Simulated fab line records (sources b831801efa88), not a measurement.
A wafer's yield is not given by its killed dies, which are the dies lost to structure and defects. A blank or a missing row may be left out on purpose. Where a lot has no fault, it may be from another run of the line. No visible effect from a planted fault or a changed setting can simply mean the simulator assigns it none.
fab line records    flow sky130    part 1 of 2: steps 1 to 43 of 44
record lots=6  wafers=18  lastDay=50
route steps=708 shown VIA3@591 METAL4@598 CAP2M@603 PAD_OPEN@708
lots that met no fault: taken from a fault-free run of the same line
startH: start of the lot's first displayed wafer, in hours after the record's first day    waitH: how many hours have passed since the lot's step before this one    " the same as in the row above    L1.1+2: one row covering several wafers at once    - no value, or no start given    * or withheld: withheld    < > ~ a bound
route shown NAME@n: NAME is a module with steps in the file, n the number in the route of the first one    usual: the fault-free wafers' mean and standard deviation    same: alike in all rows    chamber/n: place in a boat    sites: readings site by site    _std_site: their standard deviation    _edge_site: inner sites' mean taken away from outer sites' mean    radiusMm: how far each site lies from the wafer's centre    mask NAME#n: copy n    behind: the tool/chamber that last shaped the wafer    hold: why the lot went on hold/how many hours it stayed there/how the hold came to an end    device: which transistor (n, p or np) failed to switch    end of line: tests run on the same wafers once the route is complete    a step without rows: its recipe alone    killed: at the first sort, the dies lost to defects and structure; wafer yield is something else    map: the dies of a wafer, with x for killed, . for not killed, _ for no die there
set.NAME: the run value of the setting; set.NAME@STEP: its run value at that earlier step    model.NAME: the simulator's own value behind a step, which no gauge read
lots at some steps of the route; a table a step, a row a wafer
services: a tool's chamber out of use, with start hour (startH, from the record's first day; less than 0 if before it), hours out, and reason
## steps
# step SKY_VIA3_CLEAN_18
# recipe chemistry=IPA  timeS=180  tempC=25
# step SKY_VIA3_CLEAN_19
# recipe chemistry=O3/DIW  dry=n2Spin
# step SKY_VIA3_SPUTTER_20
# recipe material=TiN  targetThkNm=20  chamberPressurePa=5  powerW=4000  timeS=80
# step SKY_VIA3_CVD_21
# recipe material=W  targetThkNm=390  timeS=117.31  tempC=400  pressureTorr=40
# step SKY_VIA3_RS_MEAS_22
# recipe thkMeasGauge=four-point-probe  reads=W_of_VIA3_CVD_21+TiN_of_VIA3_SPUTTER_20
# usual VIA3_W_RS=0.294/0.0051
lot.wafer  tool          chamber  startH   waitH  VIA3_W_RS[ohm/sq]
L171.1     filmMetro-02  -        968.40   0.1    0.291
L171.3     "             -        "        "      0.291
L171.5     "             -        "        "      0.291
L173.1     filmMetro-01  -        982.85   0.1    0.293
L173.2     "             -        "        "      0.290
L173.3     "             -        "        "      0.294
L177.1     filmMetro-02  -        1012.32  0.1    0.297
L177.2     "             -        "        "      0.288
L177.5     "             -        "        "      0.296
L180.2     filmMetro-01  -        1031.04  0.1    0.306
L180.5     "             -        "        "      0.290
L180.6     "             -        "        "      0.299
L185.3     filmMetro-04  -        1058.59  0.1    0.296
L185.5     "             -        "        "      0.292
L185.6     "             -        "        "      0.298
L187.1     filmMetro-01  -        1076.21  0.1    0.286
L187.5     "             -        "        "      0.289
L187.6     "             -        "        "      0.296
# step SKY_VIA3_THK_MEAS_23
# recipe thkMeasGauge=xrf  reads=W_of_VIA3_CVD_21
# usual VIA3_W_THK=398/7.7
lot.wafer  tool          chamber  startH   waitH  VIA3_W_THK[nm]
L171.1     filmMetro-02  -        968.52   0.1    400
L171.3     "             -        "        "      399
L171.5     "             -        "        "      400
L173.1     filmMetro-01  -        982.97   0.1    400
L173.2     "             -        "        "      407
L173.3     "             -        "        "      401
L177.1     filmMetro-02  -        1012.44  0.1    389
L177.2     "             -        "        "      400
L177.5     "             -        "        "      388
L180.2     filmMetro-01  -        1031.15  0.1    379
L180.5     "             -        "        "      404
L180.6     "             -        "        "      387
L185.3     filmMetro-04  -        1058.69  0.1    394
L185.5     "             -        "        "      397
L185.6     "             -        "        "      389
L187.1     filmMetro-01  -        1076.33  0.1    416
L187.5     "             -        "        "      411
L187.6     "             -        "        "      402
# step SKY_VIA3_CMP_24
# recipe stopOn=SiO2  tOverpolishS=20  downForcePsi=3.5  platenRpm=60  targetThkNm=0  padVelocityMS=0.94248
# usual motorCurrentA=11.1/0.79  overpolishRunS=20.001/0.0091  slurryFilterDpKPa=13.50/0.16  timeToEndpointS=96/4.1
lot.wafer  tool    chamber  startH   waitH  motorCurrentA  overpolishRunS  slurryFilterDpKPa  timeToEndpointS
L171.3     cmp-01  1        968.60   0.1    10.6           20.001          13.63              93
L171.1     "       3        "        "      11.1           20.011          13.70              96
L171.5     "       2        "        "      11.5           19.990          13.38              98
L173.3     cmp-02  3        983.08   0.1    9.7            20.012          13.58              100
L173.2     "       0        "        "      11.7           19.999          13.59              98
L173.1     "       1        "        "      10.5           20.006          13.46              95
L177.1     cmp-01  0        1012.55  0.1    12.2           20.000          13.51              93
L177.2     "       2        "        "      10.9           20.005          13.52              99
L177.5     "       0        "        "      12.6           19.990          13.35              94
L180.2     cmp-02  0        1031.35  0.2    11.8           19.998          13.68              90
L180.5     "       1        "        "      10.6           20.006          13.52              91
L180.6     "       2        "        "      11.3           19.987          13.71              93
L185.3     cmp-01  1        1058.78  0.1    10.8           20.005          13.35              97
L185.6     "       0        "        "      12.4           20.014          13.60              97
L185.5     "       1        "        "      10.4           20.016          13.61              98
L187.1     cmp-01  0        1076.59  0.2    12.3           20.007          13.37              99
L187.6     "       0        "        "      12.2           19.990          13.37              94
L187.5     "       1        "        "      11.0           20.002          13.50              95
# step SKY_METAL4_SPUTTER_00
# recipe material=Ti  targetThkNm=15  powerW=3000  timeS=10  chamberPressurePa=0.4
# usual cathodeDcPowerW=2999.9/0.53  throttleValvePct=29.4/1.1
lot.wafer  tool           chamber  startH   waitH  cathodeDcPowerW  throttleValvePct
L171.1     pvdSputter-02  -        968.90   0.1    3000.8           28.0
L171.3     "              -        "        "      2999.9           29.2
L171.5     "              -        "        "      3000.4           28.9
L173.1     pvdSputter-01  -        983.33   0.1    3000.5           29.8
L173.2     "              -        "        "      2999.6           27.9
L173.3     "              -        "        "      3001.3           29.3
L177.1     pvdSputter-03  -        1012.80  0.2    2999.4           29.0
L177.2     "              -        "        "      3000.9           30.8
L177.5     "              -        "        "      3000.6           30.7
L180.2     pvdSputter-02  -        1031.50  0.1    2999.6           28.8
L180.5     "              -        "        "      2998.7           27.9
L180.6     "              -        "        "      2999.8           28.9
L185.3     pvdSputter-03  -        1059.03  0.2    3000.2           30.5
L185.5     "              -        "        "      2999.6           31.0
L185.6     "              -        "        "      3000.6           29.2
L187.1     pvdSputter-01  -        1076.89  0.2    2999.6           27.7
L187.5     "              -        "        "      3000.3           28.1
L187.6     "              -        "        "      3000.3           28.7
# step SKY_METAL4_SPUTTER_01
# recipe material=TiN  targetThkNm=20  powerW=6500  timeS=16.7  chamberPressurePa=0.4
# step SKY_METAL4_SPUTTER_02
# recipe material=AlCu  targetThkNm=735  powerW=10600  timeS=39.1  chamberPressurePa=0.4
# step SKY_METAL4_SPUTTER_03
# recipe material=Ti  targetThkNm=5  powerW=3000  timeS=3.3  chamberPressurePa=0.4
# usual cathodeDcPowerW=3000.0/0.51  throttleValvePct=29.4/1.1
lot.wafer  tool           chamber  startH   waitH  cathodeDcPowerW  throttleValvePct
L171.1     pvdSputter-02  -        968.99   0.0    2999.7           27.7
L171.3     "              -        "        "      2999.8           29.3
L171.5     "              -        "        "      3000.5           29.1
L173.1     pvdSputter-01  -        983.42   0.0    2999.6           30.0
L173.2     "              -        "        "      3001.4           27.7
L173.3     "              -        "        "      3000.5           29.2
L177.1     pvdSputter-03  -        1012.88  0.0    2999.9           29.3
L177.2     "              -        "        "      3000.0           30.8
L177.5     "              -        "        "      2999.2           30.8
L180.2     pvdSputter-02  -        1031.59  0.0    3001.0           28.6
L180.5     "              -        "        "      3000.4           27.8
L180.6     "              -        "        "      2999.3           29.1
L185.3     pvdSputter-03  -        1059.11  0.0    2999.5           30.7
L185.5     "              -        "        "      3000.7           31.1
L185.6     "              -        "        "      3001.1           29.3
L187.1     pvdSputter-01  -        1076.98  0.0    3000.8           27.8
L187.5     "              -        "        "      2999.8           27.6
L187.6     "              -        "        "      3000.4           28.6
# step SKY_METAL4_SPUTTER_04
# recipe material=TiN  targetThkNm=70  powerW=6500  timeS=58.3  chamberPressurePa=0.4
# usual cathodeDcPowerW=6499.9/1.2  throttleValvePct=29.4/1.1
lot.wafer  tool           chamber  startH   waitH  cathodeDcPowerW  throttleValvePct
L171.1     pvdSputter-02  -        969.01   0.0    6498.9           28.1
L171.3     "              -        "        "      6500.1           29.4
L171.5     "              -        "        "      6499.5           28.7
L173.1     pvdSputter-01  -        983.44   0.0    6502.0           29.8
L173.2     "              -        "        "      6500.3           27.9
L173.3     "              -        "        "      6500.4           29.1
L177.1     pvdSputter-03  -        1012.90  0.0    6500.2           29.1
L177.2     "              -        "        "      6500.2           30.9
L177.5     "              -        "        "      6500.7           30.6
L180.2     pvdSputter-02  -        1031.61  0.0    6500.7           28.7
L180.5     "              -        "        "      6499.4           27.7
L180.6     "              -        "        "      6498.6           28.8
L185.3     pvdSputter-03  -        1059.13  0.0    6499.3           30.8
L185.5     "              -        "        "      6500.4           31.1
L185.6     "              -        "        "      6499.7           29.0
L187.1     pvdSputter-01  -        1077.00  0.0    6501.4           27.9
L187.5     "              -        "        "      6500.4           27.6
L187.6     "              -        "        "      6500.6           28.5
# step SKY_CAP2M_CVD_00
# recipe material=SiO2  targetThkNm=15.5  tempC=400  timeS=withheld  rfW=450
# usual heaterPowerOuterW=463/57  heaterPowerW=783/83
lot.wafer  tool      chamber  startH   waitH  heaterPowerOuterW  heaterPowerW  model.SiO2_of_CAP2M_CVD_00.thkNm
L171.1     pecvd-01  0        969.05   0.0    440                814           15.54
L171.3     "         1        "        "      477                770           15.18
L171.5     "         0        "        "      446                794           15.66
L173.1     pecvd-02  1        983.49   0.0    475                838           15.53
L173.2     "         0        "        "      484                815           15.68
L173.3     "         2        "        "      505                829           15.64
L177.1     pecvd-02  0        1012.95  0.0    461                750           15.65
L177.2     "         2        "        "      481                793           22.32
L177.5     "         0        "        "      458                769           15.67
L180.2     pecvd-02  0        1031.66  0.0    492                806           22.09
L180.5     "         1        "        "      413                753           15.1
L180.6     "         0        "        "      486                798           22.39
L185.3     pecvd-01  2        1059.18  0.0    483                860           15.18
L185.5     "         1        "        "      420                669           15.61
L185.6     "         0        "        "      443                803           15.63
L187.1     pecvd-04  0        1077.05  0.0    362                628           15.4
L187.5     "         2        "        "      448                726           15.62
L187.6     "         0        "        "      368                637           15.55
# step SKY_CAP2M_THK_MEAS_01
# recipe reads=SiO2_of_CAP2M_CVD_00
# usual CAP2M_CVD_00_THK=15.55/0.21
lot.wafer  tool          chamber  startH   waitH  CAP2M_CVD_00_THK[nm]
L171.1     filmMetro-02  -        969.08   -      15.54
L171.3     "             -        "        "      15.20
L171.5     "             -        "        "      15.67
L173.1     filmMetro-03  -        983.51   -      15.52
L173.2     "             -        "        "      15.66
L173.3     "             -        "        "      15.63
L177.1     filmMetro-02  -        1012.98  -      15.66
L177.2     "             -        "        "      22.31
L177.5     "             -        "        "      15.67
L180.2     filmMetro-03  -        1031.69  -      22.06
L180.5     "             -        "        "      15.04
L180.6     "             -        "        "      22.37
L185.3     filmMetro-03  -        1059.22  -      15.20
L185.5     "             -        "        "      15.67
L185.6     "             -        "        "      15.56
L187.1     filmMetro-04  -        1077.07  -      15.38
L187.5     "             -        "        "      15.56
L187.6     "             -        "        "      15.55
# step SKY_CAP2M_SPUTTER_02
# recipe material=TiN  targetThkNm=200  tempC=300  powerW=6500  timeS=166.7  chamberPressurePa=0.4
# step SKY_CAP2M_RS_MEAS_03
# recipe thkMeasGauge=four-point-probe  reads=TiN_of_CAP2M_SPUTTER_02
# usual CAP2M_TIN_RS=6.92/0.088
lot.wafer  tool          chamber  startH   waitH  CAP2M_TIN_RS[ohm/sq]
L171.1     filmMetro-02  -        969.25   0.1    6.79
L171.3     "             -        "        "      6.90
L171.5     "             -        "        "      6.95
L173.1     filmMetro-02  -        983.68   0.1    6.75
L173.2     "             -        "        "      6.79
L173.3     "             -        "        "      6.79
L177.1     filmMetro-03  -        1013.15  0.1    7.10
L177.2     "             -        "        "      6.97
L177.5     "             -        "        "      7.05
L180.2     filmMetro-03  -        1031.87  0.1    6.92
L180.5     "             -        "        "      6.89
L180.6     "             -        "        "      6.83
L185.3     filmMetro-04  -        1059.41  0.1    6.93
L185.5     "             -        "        "      6.93
L185.6     "             -        "        "      6.92
L187.1     filmMetro-02  -        1077.24  0.1    6.76
L187.5     "             -        "        "      6.85
L187.6     "             -        "        "      6.83
# step SKY_CAP2M_THK_MEAS_04
# recipe thkMeasGauge=xrf  reads=TiN_of_CAP2M_SPUTTER_02
# usual CAP2M_TIN_THK=196.9/2.3
lot.wafer  tool          chamber  startH   waitH  CAP2M_TIN_THK[nm]
L171.1     filmMetro-02  -        969.37   0.1    199.6
L171.3     "             -        "        "      196.8
L171.5     "             -        "        "      195.5
L173.1     filmMetro-02  -        983.80   0.1    200.9
L173.2     "             -        "        "      200.1
L173.3     "             -        "        "      199.5
L177.1     filmMetro-03  -        1013.27  0.1    192.0
L177.2     "             -        "        "      195.9
L177.5     "             -        "        "      193.3
L180.2     filmMetro-03  -        1031.98  0.1    197.3
L180.5     "             -        "        "      198.4
L180.6     "             -        "        "      199.5
L185.3     filmMetro-04  -        1059.51  0.1    197.2
L185.5     "             -        "        "      198.0
L185.6     "             -        "        "      197.8
L187.1     filmMetro-02  -        1077.36  0.1    198.6
L187.5     "             -        "        "      197.8
L187.6     "             -        "        "      197.4
# step SKY_CAP2M_DEHYDRATE_05
# recipe tempC=200  timeS=60
# step SKY_CAP2M_HMDS_06
# recipe primeTimeS=60  primeTempC=120
# step SKY_CAP2M_COAT_07
# recipe resist=NOVOLAK  spinRpm=3000  resistThkNm=1140
# step SKY_CAP2M_SOFTBAKE_08
# recipe tempC=90  timeS=60  resist=NOVOLAK
# step SKY_CAP2M_EXPOSE_09
# recipe maskId=CAP2M  na=0.6  sourceShape=conventional  sigmaOuter=0.6  polarization=unpolarized  targetCdNm=1000  doseMj=159
# step SKY_CAP2M_PEB_10
# recipe tempC=withheld  timeS=*  resist=NOVOLAK
# step SKY_CAP2M_DEVELOP_11
# recipe resist=NOVOLAK  developer=TMAH  developTimeS=60  devTempC=23
# step SKY_CAP2M_OVL_MEAS_12
# usual CAP2M_OVL=1.2/1.4
lot.wafer  tool        chamber  startH   waitH  CAP2M_OVL[nm]
L171.1     overlay-01  -        992.72   0.1    3.0
L171.3     "           -        "        "      -0.4
L171.5     "           -        "        "      1.9
L173.1     overlay-02  -        1006.23  0.1    1.4
L173.2     "           -        "        "      1.8
L173.3     "           -        "        "      1.3
L177.1     overlay-01  -        1035.34  0.1    -1.0
L177.2     "           -        "        "      -2.1
L177.5     "           -        "        "      -0.1
L180.2     overlay-02  -        1055.04  0.1    0.7
L180.5     "           -        "        "      0.0
L180.6     "           -        "        "      -2.1
L185.3     overlay-01  -        1080.39  0.1    -0.6
L185.5     "           -        "        "      0.8
L185.6     "           -        "        "      0.9
L187.1     overlay-01  -        1097.53  0.1    2.9
L187.5     "           -        "        "      2.8
L187.6     "           -        "        "      4.2
# step SKY_CAP2M_METAL_ETCH_13
# recipe targetDepthNm=220  stopOn=SiO2  chemistry=Cl2/BCl3  target=TiN  pressureMtorr=10  icpW=900  biasW=48.5  Cl2_flow_sccm=60  bcl3FlowSccm=30  timeS=62.9
# step SKY_CAP2M_STRIP_14
# recipe chemistry=O2/N2  powerW=1400  pressureMtorr=1500  platenTempC=withheld  o2FlowSccm=3000  n2FlowSccm=300  overashFraction=0.5
# step SKY_CAP2M_STRIP_15
# recipe chemistry=postEtchResidueRemover  timeS=1200  tempC=72.5
# step SKY_CAP2M_CLEAN_16
# recipe chemistry=IPA  timeS=180  tempC=25
# step SKY_CAP2M_CLEAN_17
# recipe chemistry=O3/DIW  dry=n2Spin
# step SKY_METAL4_DEHYDRATE_05
# recipe tempC=200  timeS=60
# step SKY_METAL4_HMDS_06
# recipe primeTimeS=60  primeTempC=120
# step SKY_METAL4_COAT_07
# recipe resist=BARC  tempC=withheld  timeS=withheld  spinRpm=3000  resistThkNm=60
# step SKY_METAL4_COAT_08
# recipe resist=KrF-thick  spinRpm=3000  resistThkNm=1140
# step SKY_METAL4_SOFTBAKE_09
# recipe tempC=100  timeS=90  resist=KrF-thick
# step SKY_METAL4_EXPOSE_10
# recipe maskId=MM4  na=0.68  sourceShape=annular  sigmaInner=0.4  sigmaOuter=0.8  targetCdNm=300  doseMj=28
# step SKY_METAL4_PEB_11
# recipe pebTempC=withheld  pebTimeS=withheld  resist=KrF-thick
# step SKY_METAL4_DEVELOP_12
# recipe developTimeS=60  resist=KrF-thick  devTempC=21
# step SKY_METAL4_CD_MEAS_13
# recipe targetCdNm=300
# usual cdNm=300.0/1.5
lot.wafer  tool      chamber  startH   waitH  cdNm
L171.1     cdSem-01  -        1016.89  -      299.2
L171.3     "         -        "        "      299.8
L171.5     "         -        "        "      299.1
L173.1     cdSem-01  -        1029.82  -      299.9
L173.2     "         -        "        "      299.4
L173.3     "         -        "        "      299.8
L177.1     cdSem-01  -        1058.77  -      302.1
L177.2     "         -        "        "      302.1
L177.5     "         -        "        "      302.0
L180.2     cdSem-02  -        1077.05  -      297.9
L180.5     "         -        "        "      298.7
L180.6     "         -        "        "      298.0
L185.3     cdSem-02  -        1101.77  -      299.2
L185.5     "         -        "        "      299.6
L185.6     "         -        "        "      300.1
L187.1     cdSem-02  -        1118.03  -      299.8
L187.5     "         -        "        "      298.4
L187.6     "         -        "        "      298.9
# step SKY_METAL4_OVL_MEAS_14
# usual METAL4_OVL=5/6.7
lot.wafer  tool        chamber  startH   waitH  METAL4_OVL[nm]
L171.1     overlay-02  -        1017.01  0.1    -1
L171.3     "           -        "        "      -1
L171.5     "           -        "        "      0
L173.1     overlay-01  -        1029.94  0.1    -5
L173.2     "           -        "        "      -1
L173.3     "           -        "        "      -2
L177.1     overlay-02  -        1058.89  0.1    12
L177.2     "           -        "        "      1
L177.5     "           -        "        "      4
L180.2     overlay-01  -        1077.16  0.1    8
L180.5     "           -        "        "      18
L180.6     "           -        "        "      14
L185.3     overlay-01  -        1101.86  0.1    15
L185.5     "           -        "        "      14
L185.6     "           -        "        "      11
L187.1     overlay-02  -        1118.15  0.1    1
L187.5     "           -        "        "      -5
L187.6     "           -        "        "      3
# step SKY_METAL4_DESCUM_15
# recipe chemistry=O2  sourcePowerW=150  biasPowerW=0  pressureMtorr=10  tempC=40  timeS=8
# step SKY_METAL4_ETCH_16
# recipe chemistry=N2/H2  target=BARC  ionEnergyEv=200  biasW=100  pressureMtorr=30  n2FlowSccm=100  h2FlowSccm=200  icpW=500  stopOn=SiO2  timeS=88.2  targetDepthA=600
# usual drypumpMotorCurrentA=5.8/0.42  oesProductAu=0.625/0.0048  throttleValvePct=13.205/0.0082
lot.wafer  tool         chamber  startH   waitH  drypumpMotorCurrentA  oesProductAu  rfHoursCounterH  throttleValvePct
L171.1     rieMetal-02  0        1017.08  0.0    5.8                   0.631         10               13.196
L171.3     "            0        "        "      5.8                   0.627         -                13.208
L171.5     "            0        "        "      5.8                   0.623         -                13.208
L173.1     rieMetal-02  0        1030.02  0.0    5.8                   0.625         11               13.220
L173.2     "            1        "        "      6.5                   0.632         5                13.202
L173.3     "            0        "        "      5.8                   0.622         -                13.201
L177.1     rieMetal-04  1        1058.96  0.0    5.4                   0.616         11               13.191
L177.2     "            0        "        "      5.8                   0.625         8                13.208
L177.5     "            1        "        "      5.4                   0.639         -                13.197
L180.2     rieMetal-03  0        1077.22  0.0    5.8                   0.635         15               13.199
L180.5     "            1        "        "      5.1                   0.626         -                13.190
L180.6     "            0        "        "      5.8                   0.620         -                13.210
L185.3     rieMetal-02  1        1101.95  0.0    6.6                   0.621         -                13.203
L185.5     "            0        "        "      5.8                   0.616         -                13.213
L185.6     "            1        "        "      6.6                   0.624         -                13.205
L187.1     rieMetal-02  1        1118.22  0.0    6.5                   0.626         11               13.200
L187.5     "            1        "        "      6.5                   0.615         -                13.203
L187.6     "            0        "        "      5.8                   0.624         -                13.196
# step SKY_METAL4_ETCH_17
# recipe target=SiO2  stopOn=TiN  chemistry=C4F8/O2/Ar  sourceW=1500  biasW=1200  pressureMtorr=40  c4f8FlowSccm=withheld  O2_flow_sccm=6  Ar_flow_sccm=300  timeS=3.9  targetDepthA=150
# usual oesProductAu=0.756/0.0074
lot.wafer  tool        chamber  startH   waitH  oesProductAu  rfHoursCounterH  model.etch.depthNm
L171.1     rieDiel-03  2        1017.18  0.1    0.761         7                15.54
L171.3     "           3        "        "      0.741         22               15.18
L171.5     "           1        "        "      0.764         -                15.66
L173.1     rieDiel-01  3        1030.15  0.1    0.756         17               15.53
L173.2     "           2        "        "      0.757         17               15.68
L173.3     "           0        "        "      0.754         10               15.64
L177.1     rieDiel-01  2        1059.06  0.1    0.759         18               15.65
L177.2     "           3        "        "      0.927         18               22.32
L177.5     "           1        "        "      0.762         -                15.67
L180.2     rieDiel-03  0        1077.32  0.1    0.913         16               22.09
L180.5     "           0        "        "      0.745         -                15.1
L180.6     "           1        "        "      0.921         -                22.39
L185.3     rieDiel-01  3        1102.01  0.0    0.734         19               15.18
L185.5     "           1        "        "      0.757         -                15.61
L185.6     "           0        "        "      0.758         -                15.63
L187.1     rieDiel-03  2        1118.32  0.1    0.752         11               15.4
L187.5     "           0        "        "      0.755         -                15.62
L187.6     "           3        "        "      0.757         -                15.55
## key
firstSign step=SKY_CAP2M_THK_MEAS_01  reading=CAP2M_CVD_00_THK  direction=up  sigmas=31  usual=15.55  struck=22.25
effect step=SKY_METAL4_ETCH_17  reading=oesProductAu  direction=up  sigmas=22  usual=0.756  struck=0.920
modelEffect step=SKY_CAP2M_CVD_00  value=SiO2_of_CAP2M_CVD_00.thkNm  without=15.51  struck=22.26
modelEffect step=SKY_METAL4_ETCH_17  value=etch.depthNm  without=15.51  struck=22.26
modelEffect step=SKY_PAD_OPEN_PROBE_99  value=etest.tester.sortNPass  without=408.3  struck=4.333
metAt SKY_CAP2M_CVD_00
struckWafers L177.2,L180.2,L180.6
onsetBetween 983.49 1012.95
fault kind=processParameterDrift  tool=pecvd-02  chamber=-  onsetH=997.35  steps=SKY_CAP2M_CVD_00  channel=targetThkNm  offset=6.7744  shape=step  endH=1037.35  scope=struckWafersOnly  actsIn=theseRecipesOnly  stated=15.5
